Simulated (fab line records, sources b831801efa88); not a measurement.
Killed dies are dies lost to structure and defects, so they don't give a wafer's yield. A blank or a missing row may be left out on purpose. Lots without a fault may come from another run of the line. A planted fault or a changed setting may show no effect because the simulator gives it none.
fab line records | flow gf180mcu
record lots=14 wafers=42 last_day=34
route steps=602 shown V2@387 M3@425 V3@430
lots that met no fault: from a run of the same line without faults
start_h: hours from the record's first day to the start of the lot's first wafer shown | wait_h: hours since the lot's step before | " the same as in the row above | L1.1+2: a row that stands for several wafers | - no value, or no start given | * or withheld: withheld | < > ~ a bound
route shown NAME@n: a module of which the file shows steps, and the number in the route of the first | usual: mean/standard deviation of fault-free wafers | same: alike in all rows | chamber/n: place in a boat | sites: the reading at each site | _std_site: their standard deviation | _edge_site: outer sites' mean less inner sites' | radius_mm: how far each site lies from the wafer's centre | mask NAME#n: copy n | behind: the tool/chamber that last shaped the wafer | hold: why the lot was held/for how many hours/how that ended | device: the transistor (n, p or np) that didn't switch | end of line: the same wafers' tests at the end of the route | a step without rows: its recipe alone | killed: dies lost to structure and defects at the first sort, not the wafer's yield | map: a wafer's dies, x killed, . not, _ none there
set.NAME: the setting as run; set.NAME@STEP: as run at that earlier step | model.NAME: the simulator's own value behind a step, which no gauge read
steps of the route over a sample of lots; a table a step, a row a wafer
services: from which hour (start_h, from the record's first day; less than 0 if before it) a tool's chamber was out of use, for how many hours, and why
## steps
# step GF_V2_BOW_MEAS_05
# recipe mode=bow
# usual V2_BOW=98/7
# columns lot.wafer tool chamber start_h wait_h V2_BOW[um]
L252.1 film_metro-04 - 437.17 0.1 103
L252.2 " - " " 96
L252.6 " - " " 114
L253.1 film_metro-02 - 445.43 0.1 105
L253.2 " - " " 110
L253.4 " - " " 94
L255.1 film_metro-02 - 465.08 0.1 96
L255.2 " - " " 101
L255.3 " - " " 93
L256.4 film_metro-04 - 485.01 0.3 100
L256.5 " - " " 96
L256.6 " - " " 100
L257.1 film_metro-04 - 491.35 0.2 96
L257.4 " - " " 95
L257.5 " - " " 101
L259.2 film_metro-04 - 505.60 0.3 95
L259.3 " - " " 105
L259.4 " - " " 107
L260.1 film_metro-04 - 514.48 0.2 109
L260.3 " - " " 100
L260.6 " - " " 98
L268.2 film_metro-04 - 578.05 0.3 94
L268.5 " - " " 100
L268.6 " - " " 97
L269.1 film_metro-01 - 587.03 0.2 93
L269.4 " - " " 84
L269.5 " - " " 104
L270.3 film_metro-02 - 592.58 0.2 101
L270.5 " - " " 114
L270.6 " - " " 120
L272.2 film_metro-01 - 604.00 0.2 104
L272.5 " - " " 99
L272.6 " - " " 95
L273.1 film_metro-01 - 613.82 0.1 102
L273.2 " - " " 95
L273.3 " - " " 95
L274.3 film_metro-01 - 618.31 0.2 104
L274.4 " - " " 97
L274.6 " - " " 97
L275.1 film_metro-01 - 629.56 0.1 106
L275.4 " - " " 85
L275.6 " - " " 115
# step GF_V2_CVD_23
# recipe material=W target_thk_nm=350 time_s=104.94 temp_c=400 pressure_torr=40
# usual chamber_pressure_Torr=40.01/0.081 heater_power_outer_w=602/62 heater_power_w=941/99
# columns lot.wafer tool chamber start_h wait_h chamber_pressure_Torr heater_power_outer_w heater_power_w
L252.1 cvd_w-01 0 462.63 0.0 40.05 525 837
L252.2 " 1 " " 39.98 614 935
L252.6 " 1 " " 40.01 640 917
L253.1 cvd_w-02 0 470.64 0.0 39.96 549 947
L253.2 " 1 " " 40.05 708 1113
L253.4 " 1 " " 40.03 684 1183
L255.1 cvd_w-02 1 490.44 0.0 39.92 709 1142
L255.2 " 0 " " 40.03 570 931
L255.3 " 0 " " 40.00 563 934
L256.4 cvd_w-01 0 509.38 0.1 39.95 546 837
L256.5 " 0 " " 40.12 539 865
L256.6 " 1 " " 40.02 627 922
L257.1 cvd_w-01 0 515.79 0.0 39.98 533 852
L257.4 " 0 " " 40.09 541 855
L257.5 " 1 " " 39.99 625 917
L259.2 cvd_w-01 0 529.78 0.0 - - -
L259.3 " 0 " " - - -
L259.4 " 1 " " - - -
L260.1 cvd_w-02 1 538.44 0.0 - - -
L260.3 " 1 " " - - -
L260.6 " 1 " " - - -
L268.2 cvd_w-01 0 599.50 0.0 40.02 536 851
L268.5 " 0 " " 39.94 541 855
L268.6 " 1 " " 39.97 657 973
L269.1 cvd_w-01 0 609.17 0.0 39.79 544 846
L269.4 " 0 " " 39.93 551 828
L269.5 " 0 " " 40.05 548 852
L270.3 cvd_w-01 1 614.67 0.1 40.12 650 965
L270.5 " 0 " " 40.08 534 850
L270.6 " 1 " " 40.16 636 952
L272.2 cvd_w-01 0 625.55 0.0 39.97 540 844
L272.5 " 0 " " 39.96 552 878
L272.6 " 1 " " 40.05 644 928
L273.1 cvd_w-01 0 635.23 0.0 40.02 541 871
L273.2 " 1 " " 39.87 640 932
L273.3 " 0 " " 39.94 560 863
L274.3 cvd_w-01 1 639.38 0.1 39.85 650 953
L274.4 " 0 " " 39.98 559 840
L274.6 " 0 " " 40.08 535 862
L275.1 cvd_w-01 1 650.09 0.0 39.96 642 933
L275.4 " 1 " " 40.02 648 945
L275.6 " 0 " " 39.93 521 851
# step GF_V2_RS_MEAS_24
# recipe thk_meas_gauge=four-point-probe reads=W_of_V2_CVD_23+TiN_of_V2_SPUTTER_22+Ti_of_V2_SPUTTER_21
# usual V2_W_RS=0.326/0.0042
# columns lot.wafer tool chamber start_h wait_h V2_W_RS[ohm/sq]
L252.1 film_metro-02 - 462.74 0.1 0.322
L252.2 " - " " 0.327
L252.6 " - " " 0.330
L253.1 film_metro-04 - 470.76 0.1 0.320
L253.2 " - " " 0.327
L253.4 " - " " 0.329
L255.1 film_metro-04 - 490.55 0.1 0.331
L255.2 " - " " 0.330
L255.3 " - " " 0.325
L256.4 film_metro-01 - 509.51 0.1 0.325
L256.5 " - " " 0.321
L256.6 " - " " 0.329
L257.1 film_metro-01 - 515.90 0.1 0.322
L257.4 " - " " 0.319
L257.5 " - " " 0.328
L259.2 film_metro-01 - 529.91 0.1 43.911
L259.3 " - " " 43.014
L259.4 " - " " 43.914
L260.1 film_metro-04 - 538.56 0.1 44.718
L260.3 " - " " 44.146
L260.6 " - " " 43.953
L268.2 film_metro-04 - 599.63 0.1 0.317
L268.5 " - " " 0.319
L268.6 " - " " 0.328
L269.1 film_metro-02 - 609.28 0.1 0.320
L269.4 " - " " 0.323
L269.5 " - " " 0.323
L270.3 film_metro-04 - 614.79 0.1 0.326
L270.5 " - " " 0.320
L270.6 " - " " 0.329
L272.2 film_metro-01 - 625.68 0.1 0.320
L272.5 " - " " 0.322
L272.6 " - " " 0.325
L273.1 film_metro-02 - 635.34 0.1 0.322
L273.2 " - " " 0.332
L273.3 " - " " 0.321
L274.3 film_metro-04 - 639.50 0.1 0.332
L274.4 " - " " 0.323
L274.6 " - " " 0.321
L275.1 film_metro-01 - 650.20 0.1 0.335
L275.4 " - " " 0.336
L275.6 " - " " 0.322
# step GF_V2_THK_MEAS_25
# recipe thk_meas_gauge=xrf reads=W_of_V2_CVD_23
# usual V2_W_THK=341/5.8
# columns lot.wafer tool chamber start_h wait_h V2_W_THK[nm]
L252.1 film_metro-02 - 462.86 0.1 348
L252.2 " - " " 343
L252.6 " - " " 341
L253.1 film_metro-04 - 470.88 0.1 352
L253.2 " - " " 344
L253.4 " - " " 342
L255.1 film_metro-04 - 490.67 0.1 340
L255.2 " - " " 340
L255.3 " - " " 345
L256.4 film_metro-01 - 509.60 0.1 339
L256.5 " - " " 340
L256.6 " - " " 334
L257.1 film_metro-01 - 516.02 0.1 341
L257.4 " - " " 345
L257.5 " - " " 333
L259.2 film_metro-01 - 530.02 0.1 <0
L259.3 " - " " -
L259.4 " - " " <0
L260.1 film_metro-04 - 538.68 0.1 <0
L260.3 " - " " <0
L260.6 " - " " <0
L268.2 film_metro-04 - 599.74 0.1 353
L268.5 " - " " 351
L268.6 " - " " 341
L269.1 film_metro-02 - 609.40 0.1 351
L269.4 " - " " 346
L269.5 " - " " 346
L270.3 film_metro-04 - 614.89 0.1 345
L270.5 " - " " 350
L270.6 " - " " 341
L272.2 film_metro-01 - 625.79 0.1 343
L272.5 " - " " 343
L272.6 " - " " 337
L273.1 film_metro-02 - 635.46 0.1 343
L273.2 " - " " 333
L273.3 " - " " 344
L274.3 film_metro-04 - 639.60 0.1 338
L274.4 " - " " 346
L274.6 " - " " 351
L275.1 film_metro-01 - 650.32 0.1 326
L275.4 " - " " 326
L275.6 " - " " 336
# step GF_V2_CMP_26
# recipe stop_on=SiO2 down_force_psi=3.5 platen_rpm=60 t_overpolish_s=15 target_thk_nm=0 pad_velocity_m_s=0.94248
# usual motor_current_A=11.8/1.3 slurry_flow_ml_min=150.0/0.48 time_to_endpoint_s=84/5.2
# columns lot.wafer tool chamber start_h wait_h motor_current_A slurry_flow_ml_min time_to_endpoint_s
L252.1 cmp-01 1 462.97 0.1 10.8 149.6 97
L252.2 " 3 " " 14.3 150.6 90
L252.6 " 0 " " 10.9 150.5 86
L253.4 cmp-02 3 470.94 0.0 11.2 150.0 80
L253.1 " 1 " " 10.5 150.8 92
L253.2 " 2 " " 12.7 150.1 89
L255.1 cmp-02 0 490.78 0.1 11.6 150.9 79
L255.2 " 1 " " 11.5 150.1 87
L255.3 " 2 " " 12.2 149.6 84
L256.4 cmp-01 0 509.74 0.1 11.6 149.6 86
L256.6 " 2 " " 10.2 150.4 80
L256.5 " 3 " " 15.5 150.0 92
L257.1 cmp-02 1 516.18 0.1 11.6 149.9 83
L257.4 " 2 " " 12.9 149.5 84
L257.5 " 0 " " 12.1 149.7 77
L259.4 cmp-01 2 530.07 0.0 10.8 150.1 0
L259.2 " 0 " " 10.7 150.5 1
L259.3 " 1 " " 11.1 149.6 6
L260.1 cmp-02 3 538.74 0.1 11.6 150.0 2
L260.3 " 1 " " 10.6 150.1 6
L260.6 " 3 " " 11.4 150.4 0
L268.2 cmp-02 0 599.84 0.1 11.6 149.7 83
L268.5 " 3 " " 11.9 149.4 80
L268.6 " 0 " " 11.9 150.3 84
L269.4 cmp-02 1 609.56 0.1 11.4 148.9 89
L269.1 " 2 " " 13.0 149.5 87
L269.5 " 0 " " 11.2 149.0 86
L270.3 cmp-02 0 615.03 0.1 11.3 150.9 85
L270.6 " 2 " " 12.7 150.4 86
L270.5 " 3 " " 11.1 150.1 81
L272.2 cmp-01 0 625.89 0.1 11.4 149.5 79
L272.5 " 3 " " 15.4 149.4 84
L272.6 " 0 " " 11.1 149.5 79
L273.1 cmp-01 0 635.52 0.1 11.0 150.0 82
L273.2 " 1 " " 11.3 149.8 86
L273.3 " 3 " " 14.6 149.5 88
L274.3 cmp-01 0 639.74 0.1 11.7 149.0 76
L274.4 " 1 " " 11.1 149.9 86
L274.6 " 2 " " 11.0 150.1 77
L275.1 cmp-01 0 650.38 0.1 11.2 150.5 77
L275.4 " 3 " " 15.0 150.2 82
L275.6 " 0 " " 10.9 149.9 82
# step GF_M3_METAL_ETCH_16
# recipe chemistry=Cl2/BCl3 mask_material=KrF target_depth_nm=627.5 stop_on=SiO2 pressure_mtorr=8 icp_w=800 bias_w=140 Cl2_flow_sccm=80 bcl3_flow_sccm=40 time_s=104.6
# usual drypump_motor_current_A=5.5/0.64 oes_product_au=0.970/0.0071 throttle_valve_pct=28.252/0.012
# columns lot.wafer tool chamber start_h wait_h drypump_motor_current_A oes_product_au rf_hours_counter_h throttle_valve_pct
L252.1 rie_metal-04 1 487.53 0.0 6.5 0.962 1 28.251
L252.2 " 0 " " 4.9 0.972 8 28.245
L252.6 " 0 " " 4.9 0.965 - 28.257
L253.1 rie_metal-03 1 496.02 0.0 5.2 0.985 1 28.240
L253.2 " 1 " " 5.2 0.970 - 28.255
L253.4 " 1 " " 5.2 0.965 - 28.228
L255.1 rie_metal-03 1 514.67 0.0 5.2 0.970 2 28.252
L255.2 " 0 " " 6.4 0.969 0 28.274
L255.3 " 1 " " 5.2 0.968 - 28.247
L256.4 rie_metal-04 1 532.87 0.0 6.5 0.964 - 28.262
L256.5 " 0 " " 5.0 0.965 - 28.267
L256.6 " 1 " " 6.5 0.960 - 28.255
L257.1 rie_metal-02 0 539.70 0.0 5.0 0.977 1 28.229
L257.4 " 0 " " 5.0 0.979 - 28.260
L257.5 " 1 " " 6.1 0.969 - 28.228
L268.2 rie_metal-02 1 621.45 0.0 6.1 0.972 1 28.239
L268.5 " 1 " " 6.1 0.967 - 28.260
L268.6 " 0 " " 4.9 0.975 - 28.267
L269.1 rie_metal-02 0 630.36 0.0 5.0 0.980 4 28.251
L269.4 " 1 " " 6.1 0.977 - 28.256
L269.5 " 1 " " 6.1 0.957 - 28.254
L270.3 rie_metal-03 0 635.62 0.1 6.4 0.977 - 28.258
L270.5 " 0 " " 6.4 0.966 - 28.264
L270.6 " 1 " " 5.2 0.970 - 28.244
L272.2 rie_metal-02 0 646.28 0.0 5.0 0.962 5 28.257
L272.5 " 0 " " 5.0 0.978 - 28.256
L272.6 " 1 " " 6.1 0.976 - 28.255
L273.1 rie_metal-02 1 656.15 0.0 6.1 0.962 2 28.256
L273.2 " 0 " " 5.0 0.974 5 28.247
L273.3 " 1 " " 6.1 0.964 - 28.247
L274.3 rie_metal-03 0 660.35 0.1 6.4 0.976 - 28.264
L274.4 " 1 " " 5.2 0.981 - 28.230
L274.6 " 1 " " 5.2 0.970 - 28.247
L275.1 rie_metal-04 1 670.26 0.0 6.5 0.962 6 28.260
L275.4 " 1 " " 6.5 0.961 - 28.281
L275.6 " 1 " " 6.5 0.960 - 28.272
# step GF_V3_THK_MEAS_01
# recipe reads=SiO2_of_V3_CVD_00
# usual V3_CVD_00_THK=598/7
# columns lot.wafer tool chamber start_h wait_h V3_CVD_00_THK[nm]
L252.1 film_metro-04 - 488.25 0.0 601
L252.2 " - " " 595
L252.6 " - " " 603
L253.1 film_metro-04 - 496.85 0.0 612
L253.2 " - " " 606
L253.4 " - " " 602
L255.1 film_metro-01 - 515.47 0.0 597
L255.2 " - " " 597
L255.3 " - " " 590
L256.4 film_metro-03 - 533.69 0.0 599
L256.5 " - " " 610
L256.6 " - " " 602
L257.1 film_metro-04 - 540.44 0.0 604
L257.4 " - " " 601
L257.5 " - " " 595
L268.2 film_metro-01 - 622.18 0.0 597
L268.5 " - " " 593
L268.6 " - " " 603
L269.1 film_metro-01 - 631.08 0.0 609
L269.4 " - " " 604
L269.5 " - " " 609
L270.3 film_metro-04 - 636.32 0.1 602
L270.5 " - " " 592
L270.6 " - " " 597
L272.2 film_metro-04 - 647.01 0.0 603
L272.5 " - " " 603
L272.6 " - " " 593
L273.1 film_metro-03 - 656.86 0.0 596
L273.2 " - " " 597
L273.3 " - " " 607
L274.3 film_metro-03 - 661.08 0.1 599
L274.4 " - " " 606
L274.6 " - " " 593
L275.1 film_metro-01 - 671.03 0.1 603
L275.4 " - " " 602
L275.6 " - " " 597
## services
# columns tool chamber start_h hours kind
rie_metal-02 - 444.37 28.1 pm
cmp-02 - 447.90 11.6 repair
cvd_w-01 0 474.74 3.2 repair
cvd_w-02 - 505.60 17.2 repair
rie_metal-03 1 510.37 3.8 repair
cvd_w-01 1 520.93 1.8 repair
cmp-02 - 527.60 2.9 repair
cmp-02 - 529.61 3.0 repair
cmp-01 - 535.98 4.0 repair
cmp-01 - 540.07 2.2 repair
cmp-02 - 547.31 1.2 repair
cmp-01 - 548.49 3.3 pm
cvd_w-01 - 557.71 0.4 repair
cmp-02 - 568.69 3.3 repair
cvd_w-01 - 570.83 1.1 repair
cmp-01 - 577.85 4.0 pm
cmp-01 - 581.85 - consumable_replace:conditioner
cmp-01 - 581.85 - consumable_replace:pad
rie_metal-04 1 602.90 5.5 repair
cvd_w-02 1 610.85 2.6 repair
cvd_w-02 - 625.29 2.5 repair
cvd_w-02 - 651.72 3.0 repair
rie_metal-04 - 661.68 2.8 pm
cmp-02 - 669.33 5.5 pm
## key
first_sign step=GF_V2_CVD_23 reading=tool_record direction=missing
effect step=GF_V2_RS_MEAS_24 reading=V2_W_RS direction=up sigmas=99+ usual=0.326 struck=43.943
effect step=GF_V2_THK_MEAS_25 reading=V2_W_THK direction=down sigmas=58 usual=341 struck=<0
effect step=GF_V2_CMP_26 reading=time_to_endpoint_s direction=down sigmas=16 usual=* struck=*
met_at GF_V2_CVD_23
struck_lots L259,L260
later_rows_left_out L259.2,L259.3,L259.4,L260.1,L260.3,L260.6
sort_left_out L259.2,L259.3,L259.4,L260.1,L260.3,L260.6
not_acting_at GF_V2_BOW_MEAS_05,GF_M3_METAL_ETCH_16,GF_V3_THK_MEAS_01
onset_between 515.79 529.78
fault kind=skipped_step_whole tool=cvd_w-01,cvd_w-02 chamber=- onset_h=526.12 steps=GF_V2_CVD_23 scope=struck_lots_only
# sort_left_out: the simulated sort isn't trusted on such a fault, so these wafers' sort isn't shown, and their yield isn't known
# later_rows_left_out: the simulator's readings of these wafers behind a module that went badly wrong aren't trusted and aren't shown, but for the sort
